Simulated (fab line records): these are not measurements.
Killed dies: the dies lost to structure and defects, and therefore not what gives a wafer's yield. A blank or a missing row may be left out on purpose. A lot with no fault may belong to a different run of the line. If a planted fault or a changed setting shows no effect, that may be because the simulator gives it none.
Which tool did it? ; flow sky130 ; Sampling: 9 lots, 27 wafers, 5 of 708 route steps

== WHAT THE GAUGES READ, wafer by wafer ==
SKY_SD_N_OVL_MEAS_08. Usual: SD_N_OVL 0.4 nm, standard deviation 1.5.
lot;measured;on;SD_N_OVL (nm);flag
L287;day 28 18:08;overlay-01;0.4 0.4 0.0;
L289;day 29 11:49;overlay-01;0.5 2.5 -1.0;
L286;day 29 12:14;overlay-02;0.1 0.2 -1.2;
L288;day 29 12:59;overlay-01;3.0 3.2 2.2;
L290;day 29 14:23;overlay-02;1.2 -0.4 1.7;
L296;day 31 09:50;overlay-01;214.0 213.3 213.4;OFF
L295;day 31 10:44;overlay-02;213.6 212.7 213.2;OFF
L301;day 33 22:35;overlay-01;2.0 1.8 1.1;
L303;day 34 09:53;overlay-01;2.1 3.4 3.6;

SKY_LOCAL_INTERCONNECT_THK_MEAS_02: measures by xrf. Usual: LOCAL_INTERCONNECT_TIN_THK 98.8 nm, standard deviation 1.5.
lot;measured;on;LOCAL_INTERCONNECT_TIN_THK (nm);flag
L287;day 30 01:14;filmMetro-04;99.5 99.3 99.3;
L289;day 30 19:01;filmMetro-01;97.5 99.5 98.6;
L286;day 30 20:02;filmMetro-04;96.9 99.8 96.6;
L288;day 30 20:23;filmMetro-04;100.0 99.8 100.6;
L290;day 30 21:35;filmMetro-01;97.8 99.0 99.9;
L296;day 32 16:33;filmMetro-04;97.2 98.2 99.7;
L295;day 32 17:47;filmMetro-04;100.5 99.2 99.2;
L301;day 35 04:27;filmMetro-03;98.4 99.3 101.1;
L303;day 35 15:42;filmMetro-03;100.2 99.3 101.6;

SKY_CONTACT_CD_MEAS_14: the cd target is 170 nm. Usual: cdNm at 170.0 nm, with a standard deviation of 1.4.
lot;measured;on;cdNm (nm);flag
L287;day 32 10:59;cdSem-01;170.4 168.9 169.9;
L289;day 33 04:29;cdSem-01;173.4 171.7 172.6;
L286;day 33 04:51;cdSem-01;170.4 170.6 170.9;
L288;day 33 05:43;cdSem-02;168.9 170.0 169.0;
L290;day 33 06:52;cdSem-01;169.9 170.9 170.7;
L296;day 34 22:32;cdSem-02;167.0 168.4 166.4;
L295;day 35 00:49;cdSem-02;171.8 170.5 170.6;
L301;day 37 09:32;cdSem-02;168.2 168.0 168.6;
L303;day 37 20:16;cdSem-02;169.9 168.4 170.2;

== WHAT TOOL EACH LOT RAN ON (gives the tool, then ch and the chambers of the sampled wafers, and finally the start) ==
lot;SKY_POLY_CUT_STRIP_12;SKY_SD_N_EXPOSE_04
L287;plasmaAsher-03 ch 0,1, day 25 03:14;ilineStepper-01 ch 0, day 28 03:29
L289;plasmaAsher-01 ch 0,1, day 25 22:21;ilineStepper-02 ch 0, day 28 21:29
L286;plasmaAsher-01 ch 0,1, day 25 22:49;ilineStepper-01 ch 0, day 28 21:46
L288;plasmaAsher-02 ch 0,1, day 25 22:50;ilineStepper-02 ch 0, day 28 22:56
L290;plasmaAsher-03 ch 0,1, day 25 23:57;ilineStepper-02 ch 0, day 29 00:17
L296;plasmaAsher-03 ch 0,1, day 27 21:48;ilineStepper-02 ch 0, day 30 20:05
L295;plasmaAsher-02 ch 0,1, day 27 21:52;ilineStepper-02 ch 0, day 30 20:53
L301;plasmaAsher-03 ch 0,1, day 30 13:56;ilineStepper-01 ch 0, day 33 09:56
L303;plasmaAsher-02 ch 0,1, day 30 23:41;ilineStepper-01 ch 0, day 33 20:26
- SKY_POLY_CUT_STRIP_12: strips in O2/N2.
- SKY_SD_N_EXPOSE_04: exposes mask NSDM, target cd 380 nm.

== AS READ BY THE TOOLS THEMSELVES (means over the sampled wafers that have a number; for cases with no such wafer, the mark the record gives instead) ==
SKY_POLY_CUT_STRIP_12. Usual: drypumpMotorCurrentA 5.5 A, standard deviation 0.46; oesProductAu 0.452 a.u., standard deviation 0.0048; stripTimeToEndpointS 5.358 s, standard deviation 0.017.
lot;tool;drypumpMotorCurrentA (A);oesProductAu (a.u.);stripTimeToEndpointS (s);flag
L287;plasmaAsher-03;5.3;0.448;5.341;
L289;plasmaAsher-01;5.2;0.449;5.364;
L286;plasmaAsher-01;5.5;0.457;5.361;
L288;plasmaAsher-02;5.8;0.449;5.363;
L290;plasmaAsher-03;5.3;0.454;5.371;
L296;plasmaAsher-03;5.3;0.454;5.359;
L295;plasmaAsher-02;5.6;0.456;5.382;
L301;plasmaAsher-03;5.3;0.450;5.330;
L303;plasmaAsher-02;5.8;0.454;5.352;

SKY_SD_N_EXPOSE_04. Usual: focusOffsetNm 0.0 nm, standard deviation 0.54; reticleTempC 23.02 C, standard deviation 0.11.
lot;tool;focusOffsetNm (nm);reticleTempC (C);flag
L287;ilineStepper-01;-0.6;23.02;
L289;ilineStepper-02;0.9;22.94;
L286;ilineStepper-01;0.1;22.99;
L288;ilineStepper-02;-0.2;23.20;
L290;ilineStepper-02;0.1;23.00;
L296;ilineStepper-02;-0.5;22.99;
L295;ilineStepper-02;0.1;23.11;
L301;ilineStepper-01;0.1;22.89;
L303;ilineStepper-01;0.1;22.95;

== THE ANSWER, worked out from the rows above alone ==
Rule: lot off if the mean of its wafers having a number is beyond 3 standard deviations from the usual mean. Also off: a lot with no number at a reading for which 4 or more lots have one. Any other lot the step has rows for is counted as sound. The gauges are gone through in route order, then the tools' own readings, and for those a lot's mean is taken as printed above. At the first step where some lot is off, the reading lying furthest off is the one used; lots without a number count as furthest.
Off: at SKY_SD_N_OVL_MEAS_08 (SD_N_OVL), L296, L295.
A tool fits if, at a process step before that reading, it ran every lot that is off, and no sound lot after the first of them. Those tools and the gauges at SKY_SD_N_OVL_MEAS_08 are tried in the same way. One fits: ilineStepper-02 at SKY_SD_N_EXPOSE_04. Its last sound lot is L290 (day 29 00:17), its first lot that is off L296 (day 30 20:05): a fault that began between those two fits.

== WHAT THE SIMULATOR PUT IN ==
Scanner matching overlay: ilineStepper-02, from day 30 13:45 on, at SKY_SD_N_EXPOSE_04. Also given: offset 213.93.
Shown lots that were struck: L296, L295. The same result came from the rule above.
